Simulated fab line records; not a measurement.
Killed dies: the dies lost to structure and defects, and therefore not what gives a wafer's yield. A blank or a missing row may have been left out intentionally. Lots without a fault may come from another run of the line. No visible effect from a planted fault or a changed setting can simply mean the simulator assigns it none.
8D (eight disciplines) problem report, filled in by code / flow gf180mcu / the parts of the form that need people (team, actions taken, sign-off) are left out

1. WHAT IS WRONG
Wafers without a fault read 25.002, standard deviation 0.0075; beam_energy_keV at GF_HV_LDD_IMPLANT_48 reads a mean of 20.260 on 6 wafers belonging to 2 lots. That is -99 or more standard deviations from the usual mean.
Earliest sighting: wafer L828.2 on implanter-03 at day 15 18:52. The record holds 18 wafers of 6 lots with a number at this step. Rule for "out" (also "out of limits"): further than 4 standard deviations from the usual mean. Any other wafer with a number is counted as sound.

2. WHAT IT IS AND WHAT IT IS NOT
question=which readings at this step | is=beam_energy_keV | is not=beam_on_s
question=which lots | is=L828, L829 | is not=L819, L821, L830, L841
question=which wafers of those lots | is=all that have a number | is not=-
question=read on which tools | is=implanter-03 | is not=implanter-02, implanter-04
question=when | is=from day 15 18:52 | is not=up to then (6 sound wafers); but 6 sound wafers of L830, L841 came after

3. SUSPECTS, AND WHAT RULES EACH OUT
Counting: a tool at a process step up to the reading stays a suspect if it ran every lot that is out and no sound lot after the first of them.
- implanter-03 at GF_HV_LDD_IMPLANT_48: kept. Every lot that is out went through it, starting with L828 (day 15 18:52), and after that it ran no sound lot; the last sound lot it ran before then is L821 (day 13 10:37). On those wafers its own readings are out: beam_energy_keV.
The count leaves implanter-03 at GF_HV_LDD_IMPLANT_48.

4. THE CAUSE (what the simulator had put in)
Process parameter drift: implanter-03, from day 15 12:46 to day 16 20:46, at GF_HV_LDD_IMPLANT_48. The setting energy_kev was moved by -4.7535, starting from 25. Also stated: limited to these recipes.
This tool alone remained once counting was done.

5. SEQUENCE OF EFFECTS, ordered by route
Rows list readings where the struck wafers' mean (over those with a number) sits beyond 3 standard deviations from the usual. Only readings whose record carries a usual standard deviation are examined. hours: median over the lots of the time between each lot's start at the first step of this table that gives one and its start at this step. sigmas: the change, counted in usual standard deviations.
hours=0; step=GF_HV_LDD_IMPLANT_48; reading=beam_energy_keV; usual=25.002; on struck wafers=20.260; change=-4.742; sigmas=-99 or more
Process steps it contains:
- GF_HV_LDD_IMPLANT_48

6. WHAT WOULD HAVE CAUGHT IT SOONER
First out-of-limits reading in this record: day 15 18:52, which is 6 hours after fault onset at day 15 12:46.
